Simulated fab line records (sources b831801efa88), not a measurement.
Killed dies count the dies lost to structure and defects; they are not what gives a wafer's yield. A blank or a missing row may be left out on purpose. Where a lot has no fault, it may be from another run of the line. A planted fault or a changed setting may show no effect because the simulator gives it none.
A lot that was struck, set against a sound lot + flow sky130 + 31 steps out of a route of 708
Sound: these wafers, L937.1, L937.2, L937.6. Struck: wafer L944.5. The cause is named last.
Each step with rows lists, per side, the tool, then ch with its chambers, then its first start. Under that, the readings that differ: sound wafers + struck wafers + difference of the means + sigmas: that difference in standard deviations of wafers without a fault.
alike: same words and numbers on both sides, and readings whose means sit less than 2 such deviations apart. not compared: any withheld reading, any reading some wafer has no value for, any bound like >300 that may hide the same value, and any number with overlapping values for which the record gives no deviation.
The two part at a step that has a row with sigmas, a row that says differs or no value, or rows on one side only. When numbers do not overlap yet have no deviation, they are printed without sigmas and do not part them. Lack of a reading on every wafer of one side parts them only where that side has two or more wafers.

SKY_VIA1_ETCH_15: etches SiO2 in C4F8/O2/Ar, stops on TiN, target depth 351 nm, time 54 s.
  sound on rieDiel-03 ch 2,3, day 39 04:55; struck on rieDiel-01 ch 3, day 41 03:42
  alike: biasW, oesProductAu
  not compared: rfHoursCounterH
then, 4 steps without rows for these wafers: SKY_VIA1_STRIP_16 (strips in O2/N2); SKY_VIA1_STRIP_17 (strips in post etch residue remover, time 1200 s); SKY_VIA1_CLEAN_18 (cleans in IPA, time 180 s); SKY_VIA1_CLEAN_19 (cleans in O3/DIW).
SKY_VIA1_SPUTTER_20: material TiN, target thk 20 nm, time 80 s.
  struck on pvdSputter-04, day 41 04:22; sound on pvdSputter-02, day 39 05:34
  alike: throttleValvePct
then, 1 step without rows for these wafers: SKY_VIA1_CVD_21 (deposits W, target thk 270 nm, time 80.902 s).
SKY_VIA1_RS_MEAS_22: a four-point-probe measurement.
  struck on filmMetro-02, day 41 04:35; sound on filmMetro-02, day 39 05:43
| reading            | sound             | struck | difference | sigmas |
|--------------------|-------------------|--------|------------|--------|
| VIA1_W_RS (ohm/sq) | 0.424 0.413 0.411 | 0.432  | +0.016     | +2     |
SKY_VIA1_THK_MEAS_23: measures by xrf.
  struck on filmMetro-02, day 41 04:40; sound on filmMetro-02, day 39 05:50
| reading         | sound       | struck | difference | sigmas |
|-----------------|-------------|--------|------------|--------|
| VIA1_W_THK (nm) | 279 287 288 | 275    | -10        | -2     |
then, 1 step without rows for these wafers: SKY_VIA1_CMP_24 (polishes, stops on SiO2, t overpolish 15 s, target thk 0 nm).
SKY_METAL2_SPUTTER_00: material Ti, target thk 15 nm, time 10 s.
  struck on pvdSputter-01, day 41 04:59; sound on pvdSputter-04, day 39 06:11
  alike: throttleValvePct
SKY_METAL2_SPUTTER_01: material TiN, target thk 20 nm, time 16.7 s.
  struck on pvdSputter-01, day 41 05:01; sound on pvdSputter-04, day 39 06:13
  alike: throttleValvePct
SKY_METAL2_SPUTTER_02: material AlCu, target thk 250 nm, time 13.3 s.
  struck on pvdSputter-01, day 41 05:02; sound on pvdSputter-04, day 39 06:14
| reading                                    | sound             | struck | difference | sigmas |
|--------------------------------------------|-------------------|--------|------------|--------|
| model.AlCu_of_METAL2_SPUTTER_02.thkNm (nm) | 251.7 246.1 250.2 | 406.4  | +157.1     |        |
  alike: throttleValvePct
then, 2 steps without rows for these wafers: SKY_METAL2_SPUTTER_03 (material Ti, target thk 5 nm, time 3.3 s); SKY_METAL2_SPUTTER_04 (material TiN, target thk 70 nm, time 58.3 s).
SKY_METAL2_RS_MEAS_05: a four-point-probe measurement.
  struck on filmMetro-02, day 41 05:12; sound on filmMetro-04, day 39 06:20
| reading                 | sound                | struck | difference | sigmas |
|-------------------------|----------------------|--------|------------|--------|
| METAL2_ALCU_RS (ohm/sq) | 0.1258 0.1286 0.1265 | 0.0771 | -0.0499    | -25    |
SKY_METAL2_THK_MEAS_06: measures by xrf.
  struck on filmMetro-02, day 41 05:17; sound on filmMetro-04, day 39 06:27
| reading              | sound       | struck | difference | sigmas |
|----------------------|-------------|--------|------------|--------|
| METAL2_ALCU_THK (nm) | 251 247 251 | 405    | +155       | +38    |
then, 8 steps without rows for these wafers: SKY_METAL2_DEHYDRATE_07 (time 60 s); SKY_METAL2_HMDS_08 (prime time 60 s); SKY_METAL2_COAT_09 (resist thk 60 nm); SKY_METAL2_COAT_10 (resist thk 450 nm); SKY_METAL2_SOFTBAKE_11 (time 90 s); SKY_METAL2_EXPOSE_12 (exposes mask MM2, target cd 140 nm); SKY_METAL2_PEB_13; SKY_METAL2_DEVELOP_14 (develop time 60 s).
SKY_METAL2_CD_MEAS_15: the cd target is 140 nm.
  struck on cdSem-02, day 42 06:01; sound on cdSem-01, day 40 07:38
  alike: cdNm
SKY_METAL2_OVL_MEAS_16:
  struck on overlay-02, day 42 06:05; sound on overlay-01, day 40 07:45
| reading         | sound  | struck | difference | sigmas |
|-----------------|--------|--------|------------|--------|
| METAL2_OVL (nm) | -4 6 5 | -10    | -12        | -2     |
SKY_METAL2_DESCUM_17: chemistry O2, time 8 s.
  sound on rieMetal-02 ch 0,1, day 40 07:47; struck on rieMetal-01 ch 0, day 42 06:07
  alike: drypumpMotorCurrentA, oesProductAu, tempC
  not compared: rfHoursCounterH
then, 1 step without rows for these wafers: SKY_METAL2_ETCH_18 (etches BARC in N2/H2, stops on SiO2, time 45.9 s, target depth 60 nm).
SKY_METAL2_METAL_ETCH_19: etches the open film in Cl2/BCl3, stops on SiO2, target depth 360 nm, time 78 s.
  sound on rieMetal-02 ch 0,1, day 40 07:53; struck on rieMetal-01 ch 0, day 42 06:14
| reading             | sound             | struck | difference | sigmas |
|---------------------|-------------------|--------|------------|--------|
| oesProductAu (a.u.) | 0.854 0.861 0.863 | 0.980  | +0.121     | +18    |
  alike: biasW, drypumpMotorCurrentA, throttleValvePct
  not compared: rfHoursCounterH
then, 1 step without rows for these wafers: SKY_METAL2_STRIP_20 (strips in O2/N2).

## WHERE THEY PART
First at SKY_VIA1_RS_MEAS_22; last, within this record, at SKY_METAL2_METAL_ETCH_19.

WHY: what had been put in by the simulator
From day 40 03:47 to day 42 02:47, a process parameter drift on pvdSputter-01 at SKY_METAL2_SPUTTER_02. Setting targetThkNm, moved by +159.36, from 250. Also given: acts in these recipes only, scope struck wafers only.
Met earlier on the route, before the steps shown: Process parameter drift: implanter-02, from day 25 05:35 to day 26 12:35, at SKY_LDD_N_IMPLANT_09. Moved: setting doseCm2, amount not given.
